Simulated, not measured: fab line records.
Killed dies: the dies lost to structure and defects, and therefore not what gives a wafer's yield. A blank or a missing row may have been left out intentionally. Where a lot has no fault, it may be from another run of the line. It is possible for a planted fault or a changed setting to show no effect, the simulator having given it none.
Which tool did it? + flow gf180mcu + 6 lots, 18 wafers sampled, at 4 steps of a route of 602

WHAT EACH GAUGE READ, for each wafer
GF_M2_RS_MEAS_05: the measuring method here is four-point-probe.
| lot  | measured     | on            | M2_ALCU_RS (ohm/sq)  |
|------|--------------|---------------|----------------------|
| L125 | day 19 14:59 | film metro-02 | 0.0692 0.0691 0.0687 |
| L128 | day 20 21:16 | film metro-02 | 0.0648 0.0692 0.0693 |
| L131 | day 21 16:23 | film metro-04 | 0.0693 0.0687 0.0693 |
| L140 | day 24 12:40 | film metro-04 | 0.0692 0.0691 0.0683 |
| L143 | day 25 13:26 | film metro-01 | 0.0699 0.0696 0.0689 |
| L145 | day 26 06:05 | film metro-01 | 0.0681 0.0688 0.0701 |

WHAT TOOL EACH LOT RAN ON (gives the tool, then ch and the chambers of the sampled wafers, and finally the start)
| lot  | GF_V1_CVD_02                    | GF_V1_SPUTTER_21             | GF_M2_SPUTTER_02             |
|------|---------------------------------|------------------------------|------------------------------|
| L125 | pecvd-04 ch 0,1,2, day 18 12:53 | pvd sputter-04, day 19 14:05 | pvd sputter-03, day 19 14:54 |
| L128 | pecvd-04 ch 0,1, day 19 20:22   | pvd sputter-02, day 20 20:20 | pvd sputter-01, day 20 21:10 |
| L131 | pecvd-04 ch 0,1,2, day 20 14:28 | pvd sputter-02, day 21 15:29 | pvd sputter-02, day 21 16:18 |
| L140 | pecvd-04 ch 0,1,2, day 23 12:42 | pvd sputter-04, day 24 11:44 | pvd sputter-03, day 24 12:33 |
| L143 | pecvd-01 ch 0,1, day 24 13:04   | pvd sputter-04, day 25 12:18 | pvd sputter-02, day 25 13:20 |
| L145 | pecvd-02 ch 1,2, day 25 07:23   | pvd sputter-04, day 26 05:11 | pvd sputter-02, day 26 06:00 |
- GF_V1_CVD_02: deposits SiO2 from TEOS, target thk 850 nm, time 94.851 s.
- GF_V1_SPUTTER_21: material Ti, target thk 15 nm, time 80.02 s.
- GF_M2_SPUTTER_02: material AlCu, target thk 450 nm, time 23.9 s.

THE ANSWER, worked out from the rows above alone
Rule: what is usual is taken from the lots themselves. The widest of any qualifying gaps counts: lots, ordered by their means at a reading, are off when they make up no more than a third of the lots, leave a main group of 4 or more, and stand apart from it by 3 or more times the standard deviation of that group's means. A main group is skipped when, at the precision printed for the reading in the tables above, its means are all equal. Also off: a lot with no number at a reading for which 4 or more lots have one. All remaining lots with rows at the step are treated as sound.
Off: L128, at GF_M2_RS_MEAS_05 (M2_ALCU_RS). The main group has a mean of 0.0691 ohm/sq with a standard deviation of 0.0002.
A tool fits if, at a process step before that reading, it ran every lot that is off, and no sound lot after the first of them. Gauges at GF_M2_RS_MEAS_05: tried the same way as those tools. Undecided on this evidence; 2 tools fit (pvd sputter-01 at GF_M2_SPUTTER_02, film metro-02 at GF_M2_RS_MEAS_05).

WHAT THE SIMULATOR HAD INSERTED
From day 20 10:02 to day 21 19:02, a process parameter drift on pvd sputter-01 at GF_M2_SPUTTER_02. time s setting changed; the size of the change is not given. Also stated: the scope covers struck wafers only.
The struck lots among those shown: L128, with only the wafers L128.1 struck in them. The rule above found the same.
